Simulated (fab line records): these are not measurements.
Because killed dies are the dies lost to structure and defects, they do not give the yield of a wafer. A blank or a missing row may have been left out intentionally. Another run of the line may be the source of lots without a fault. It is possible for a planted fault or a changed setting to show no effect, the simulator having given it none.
Which tool is to blame?	flow gf180mcu	12 lots, 36 wafers sampled, at 5 steps of a route of 602

## WHAT EACH GAUGE READ, for each wafer
GF_VT_IMPLANT_TW_MEAS_10.
lot	measured	on	VT_IMPLANT_TW
L607	day 5 15:39	filmMetro-01	567 567 570
L608	day 5 23:25	filmMetro-04	560 556 560
L611	day 6 17:22	filmMetro-02	557 555 559
L613	day 7 06:43	filmMetro-04	562 557 559
L617	day 8 05:13	filmMetro-04	560 560 560
L618	day 8 09:42	filmMetro-02	563 560 565
L619	day 8 21:03	filmMetro-01	573 569 571
L620	day 9 00:42	filmMetro-02	658 660 659 662 658 658
L621	day 9 06:49	filmMetro-01	568 568 568
L623	day 9 19:29	filmMetro-02	659 660 659 660 660 660
L629	day 11 07:34	filmMetro-04	562 561 559
L630	day 11 15:10	filmMetro-04	559 563 560

GF_DUAL_GATE_THK_MEAS_03.
lot	measured	on	DUAL_GATE_OXIDATION_00_THK (nm)
L607	day 7 16:18	filmMetro-03	10.48 10.26 10.27
L608	day 8 01:14	filmMetro-03	11.01 11.02 10.91
L611	day 8 21:18	filmMetro-02	11.03 10.82 10.81
L613	day 9 10:14	filmMetro-02	11.07 10.91 10.84
L617	day 10 12:17	filmMetro-03	11.03 11.01 11.19
L618	day 10 17:08	filmMetro-04	11.02 11.12 10.93
L619	day 11 04:44	filmMetro-04	10.40 10.73 10.50
L620	day 11 07:55	filmMetro-02	10.45 10.53 10.63
L621	day 11 14:41	filmMetro-04	10.83 10.75 10.55
L623	day 12 06:08	filmMetro-02	11.07 10.99 10.87
L629	day 13 21:53	filmMetro-02	10.90 11.21 10.99
L630	day 14 04:51	filmMetro-04	10.65 10.59 10.63

## EACH LOT AND THE TOOL THAT RAN IT (in order: tool; ch and the chambers of the sampled wafers; start)
lot	GF_STI_STRIP_15	GF_VT_IMPLANT_IMPLANT_08	GF_VT_IMPLANT_STRIP_31
L607	plasmaAsher-03 ch 0,1, day 2 03:02	implanter-02 ch 0, day 5 15:24	plasmaAsher-03 ch 0,1, day 6 21:51
L608	plasmaAsher-02 ch 0,1, day 2 08:07	implanter-01 ch 0, day 5 23:11	plasmaAsher-04 ch 0,1, day 7 06:40
L611	plasmaAsher-02 ch 0,1, day 2 23:57	implanter-03 ch 0, day 6 17:08	plasmaAsher-04 ch 0,1, day 8 01:19
L613	plasmaAsher-02 ch 1, day 3 08:17	implanter-01 ch 0, day 7 06:29	plasmaAsher-03 ch 0, day 8 14:52
L617	plasmaAsher-02 ch 0,1, day 4 05:30	implanter-03 ch 0, day 8 04:58	plasmaAsher-03 ch 0,1, day 9 15:55
L618	plasmaAsher-01 ch 0,1, day 4 10:05	implanter-02 ch 0, day 8 09:27	plasmaAsher-01 ch 0, day 9 20:00
L619	plasmaAsher-02 ch 0,1, day 4 15:50	implanter-02 ch 0, day 8 20:48	plasmaAsher-04 ch 0,1, day 10 08:19
L620	plasmaAsher-02 ch 0,1, day 4 20:28	implanter-02 ch 0, day 9 00:27	plasmaAsher-03 ch 0,1, day 10 11:42
L621	plasmaAsher-02 ch 0,1, day 5 01:59	implanter-03 ch 0, day 9 06:34	plasmaAsher-01 ch 0,1, day 10 17:30
L623	plasmaAsher-01 ch 0,1, day 5 12:26	implanter-02 ch 0, day 9 19:17	plasmaAsher-03 ch 0,1, day 11 08:23
L629	plasmaAsher-03 ch 0,1, day 6 18:52	implanter-01 ch 0, day 11 07:19	plasmaAsher-03 ch 0,1, day 12 22:09
L630	plasmaAsher-03 ch 0,1, day 7 00:11	implanter-01 ch 0, day 11 14:57	plasmaAsher-03 ch 0,1, day 13 06:20
- GF_STI_STRIP_15: strips in O2/N2.
- GF_VT_IMPLANT_IMPLANT_08
- GF_VT_IMPLANT_STRIP_31: strips in O2/N2.

## WHAT THE TOOLS THEMSELVES READ (means of the sampled wafers that have a number; where no wafer has one, the mark that the record gives instead)
GF_STI_STRIP_15.
lot	tool	drypumpMotorCurrentA (A)	heaterPowerW (W)	oesProductAu (a.u.)	platenTempC (C)	stripTimeToEndpointS (s)
L607	plasmaAsher-03	5.9	310	0.387	249.93	3.72
L608	plasmaAsher-02	5.8	371	0.386	249.99	3.78
L611	plasmaAsher-02	5.8	375	0.378	249.95	3.73
L613	plasmaAsher-02	5.9	369	0.388	249.88	3.70
L617	plasmaAsher-02	5.9	374	0.383	249.87	3.71
L618	plasmaAsher-01	5.5	333	0.386	250.03	3.75
L619	plasmaAsher-02	5.9	377	0.384	249.85	3.75
L620	plasmaAsher-02	5.9	370	0.386	250.27	3.79
L621	plasmaAsher-02	5.8	373	0.378	250.03	3.72
L623	plasmaAsher-01	5.9	331	0.382	249.88	3.73
L629	plasmaAsher-03	6.2	304	0.385	250.04	3.76
L630	plasmaAsher-03	5.9	308	0.381	250.00	3.73

GF_VT_IMPLANT_IMPLANT_08.
lot	tool	doseIonsCm2	faradayCurrentUA
L607	implanter-02	8.285e+12	46.5
L608	implanter-01	8.302e+12	46.9
L611	implanter-03	8.300e+12	46.2
L613	implanter-01	8.293e+12	47.5
L617	implanter-03	8.307e+12	46.6
L618	implanter-02	8.294e+12	46.9
L619	implanter-02	8.287e+12	46.6
L620	implanter-02	1.383e+13	77.9
L621	implanter-03	8.299e+12	47.0
L623	implanter-02	1.385e+13	78.9
L629	implanter-01	8.275e+12	47.3
L630	implanter-01	8.302e+12	47.3

GF_VT_IMPLANT_STRIP_31.
lot	tool	drypumpMotorCurrentA (A)	heaterPowerW (W)	oesProductAu (a.u.)	platenTempC (C)	stripTimeToEndpointS (s)
L607	plasmaAsher-03	5.9	308	0.719	250.11	12.70
L608	plasmaAsher-04	5.5	371	0.715	249.89	12.65
L611	plasmaAsher-04	5.5	374	0.714	250.01	12.67
L613	plasmaAsher-03	5.6	318	0.716	249.99	12.66
L617	plasmaAsher-03	5.9	309	0.715	249.96	12.62
L618	plasmaAsher-01	5.2	339	0.720	250.03	12.63
L619	plasmaAsher-04	5.5	366	0.718	250.00	12.65
L620	plasmaAsher-03	5.9	305	0.720	249.87	12.63
L621	plasmaAsher-01	5.9	326	0.716	249.88	12.66
L623	plasmaAsher-03	6.0	308	0.718	249.96	12.67
L629	plasmaAsher-03	5.9	312	0.714	249.95	12.66
L630	plasmaAsher-03	5.9	306	0.717	249.82	12.59

## THE ANSWER, worked out from the rows above alone
Rule: what is usual is taken from the lots themselves. The widest of any qualifying gaps counts: lots, ordered by their means at a reading, are off when they make up no more than a third of the lots, leave a main group of 4 or more, and stand apart from it by 3 or more times the standard deviation of that group's means. Not used: any main group whose means are identical at the precision the tables above print for the reading. A lot without any number at a reading at which 4 lots or more have one is off too. Where the step has rows for the other lots, those lots are counted as sound. First the gauges in route order, then the tools' own readings, where a lot's mean is used as printed above. At the first step where some lot is off, the reading lying furthest off is the one used; lots without a number count as furthest.
Off: L620, L623, seen at GF_VT_IMPLANT_TW_MEAS_10 (VT_IMPLANT_TW). The main group has a mean of 563 with a standard deviation of 4.5.
If a tool, at a process step before that reading, ran all the lots that are off and no sound lot after the first of them, it fits. The gauges at GF_VT_IMPLANT_TW_MEAS_10 aren't tried: what is off there is off at GF_VT_IMPLANT_IMPLANT_08 too, on other tools, and a gauge's error can't cause that. One candidate fits, namely implanter-02 at GF_VT_IMPLANT_IMPLANT_08. Its last sound lot is L619 (day 8 20:48), its first lot that is off L620 (day 9 00:27): a fault that began between those two fits.
The tool's own readings at GF_VT_IMPLANT_IMPLANT_08 bear it out: on the lots that are off they differ by more than 5 times the standard deviation of the sound lots' means. doseIonsCm2 reads 1.384e+13 there against 8.294e+12 on the sound lots; faradayCurrentUA reads 78.4 there against 46.9 on the sound lots.

## WHAT THE SIMULATOR PUT IN
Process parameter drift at GF_VT_IMPLANT_IMPLANT_08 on implanter-02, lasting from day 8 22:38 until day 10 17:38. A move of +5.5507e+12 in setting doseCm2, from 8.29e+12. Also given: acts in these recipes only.
Shown lots that were struck: L620, L623. Same finding as the rule above.
